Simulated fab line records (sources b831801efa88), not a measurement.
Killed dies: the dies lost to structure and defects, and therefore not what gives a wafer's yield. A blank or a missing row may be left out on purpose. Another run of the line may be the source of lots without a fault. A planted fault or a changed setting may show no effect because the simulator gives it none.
fab line records + flow sky130
[record]
- lots = 14
- wafers = 42
- last_day = 50
route steps=708 shown VIA1@468
lots with no fault: from the same line, run without faults
start_h: the number of hours between the record's first day and the start of the first shown wafer of the lot + wait_h: hours elapsed since this lot's preceding step + " the same as in the row above + L1.1+2: one row covering several wafers at once + - either no value or no given start + * or withheld: withheld + < > ~ a bound
route shown NAME@n: NAME is a module with steps in the file, n the number in the route of the first one + usual: mean/standard deviation taken from wafers without a fault + same: alike in all rows + chamber/n: place in a boat + sites: the reading at each site + _std_site: the values' standard deviation + _edge_site: mean of outer sites minus mean of inner sites + radius_mm: for every site, how far away it sits from the centre of the wafer + mask NAME#n: copy n + behind: the most recent tool/chamber to have shaped the wafer + hold: what put the lot on hold/how long, in hours/how the hold closed + device: transistor that didn't switch, given as n, p or np + end of line: tests run on the same wafers once the route is complete + for a step that has no rows: nothing shown but its recipe + killed: the dies lost at the first sort to structure and to defects; this is not the yield of the wafer + map: shows each die of a wafer: x if killed, . if not, _ if none is there
set.NAME: the run value of the setting; set.NAME@STEP: its run value at that earlier step + model.NAME: the simulator's own value behind a step, which no gauge read
steps of the route over a sample of lots; a table a step, a row a wafer
[[steps]]
[step SKY_VIA1_PEB_10]
[recipe]
- peb_temp_c = withheld
- peb_time_s = withheld
- resist = KrF-thick
[usual]
- chill_plate_temp_C = *
- exhaust_pa = 44.8/0.94
| lot.wafer | tool           | chamber | start_h | wait_h | chill_plate_temp_C | exhaust_pa |
|-----------|----------------|---------|---------|--------|--------------------|------------|
| L820.2    | litho_track-02 | 0       | 808     | -      | *                  | 44.9       |
| L820.3    | "              | 0       | "       | "      | *                  | 45.4       |
| L820.6    | "              | 0       | "       | "      | *                  | 44.1       |
| L821.1    | litho_track-04 | 0       | 816     | -      | *                  | 43.8       |
| L821.2    | "              | 0       | "       | "      | *                  | 43.5       |
| L821.6    | "              | 0       | "       | "      | *                  | 44.0       |
| L822.2    | litho_track-03 | 0       | 826     | -      | *                  | 44.6       |
| L822.4    | "              | 0       | "       | "      | *                  | 44.8       |
| L822.5    | "              | 0       | "       | "      | *                  | 44.7       |
| L824.4    | litho_track-02 | -       | 837     | -      | -                  | -          |
| L824.5    | "              | -       | "       | "      | -                  | -          |
| L824.6    | "              | -       | "       | "      | -                  | -          |
| L823.2    | litho_track-03 | -       | 841     | -      | -                  | -          |
| L823.4    | "              | -       | "       | "      | -                  | -          |
| L823.6    | "              | -       | "       | "      | -                  | -          |
| L831.1    | litho_track-03 | 0       | 890     | -      | *                  | 45.1       |
| L831.2    | "              | 0       | "       | "      | *                  | 43.6       |
| L831.5    | "              | 0       | "       | "      | *                  | 44.6       |
| L833.2    | litho_track-03 | 0       | 905     | -      | *                  | 44.9       |
| L833.3    | "              | 0       | "       | "      | *                  | 46.4       |
| L833.4    | "              | 0       | "       | "      | *                  | 44.6       |
| L834.1    | litho_track-04 | 0       | 911     | -      | *                  | 43.5       |
| L834.3    | "              | 0       | "       | "      | *                  | 45.3       |
| L834.6    | "              | 0       | "       | "      | *                  | 44.4       |
| L836.1    | litho_track-03 | 0       | 925     | -      | *                  | 46.2       |
| L836.2    | "              | 0       | "       | "      | *                  | 45.4       |
| L836.6    | "              | 0       | "       | "      | *                  | 44.9       |
| L838.3    | litho_track-03 | 0       | 938     | -      | *                  | 45.1       |
| L838.4    | "              | 0       | "       | "      | *                  | 44.2       |
| L838.5    | "              | 0       | "       | "      | *                  | 44.2       |
| L839.4    | litho_track-02 | 0       | 947     | -      | *                  | 45.8       |
| L839.5    | "              | 0       | "       | "      | *                  | 43.5       |
| L839.6    | "              | 0       | "       | "      | *                  | 45.2       |
| L841.1    | litho_track-04 | 0       | 961     | -      | *                  | 44.9       |
| L841.2    | "              | 0       | "       | "      | *                  | 45.0       |
| L841.5    | "              | 0       | 962     | -      | *                  | 44.2       |
| L840.1    | litho_track-02 | 0       | 967     | -      | *                  | 46.9       |
| L840.3    | "              | 0       | "       | "      | *                  | 44.8       |
| L840.4    | "              | 0       | "       | "      | *                  | 46.5       |
| L842.1    | litho_track-02 | 0       | 968     | -      | *                  | 44.1       |
| L842.2    | "              | 0       | "       | "      | *                  | 44.5       |
| L842.6    | "              | 0       | "       | "      | *                  | 44.1       |
[[key]]
[first_sign]
- step = SKY_VIA1_PEB_10
- reading = tool_record
- direction = missing
effect none on later readings
met_at SKY_VIA1_PEB_10
struck_lots L823,L824
later_rows_left_out L823.2,L823.4,L823.6,L824.4,L824.5,L824.6
sort_left_out L823.2,L823.4,L823.6,L824.4,L824.5,L824.6
onset_between 826 837
[fault]
- kind = skipped_step_whole
- tool = litho_track-02,litho_track-03
- chamber = -
- onset_h = 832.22
- steps = SKY_VIA1_PEB_10
- scope = struck_lots_only
// sort_left_out: the simulated sort isn't trusted on such a fault, so these wafers' sort isn't shown, and their yield isn't known
// later_rows_left_out: the simulator's readings of these wafers behind a module that went badly wrong aren't trusted and aren't shown, but for the sort
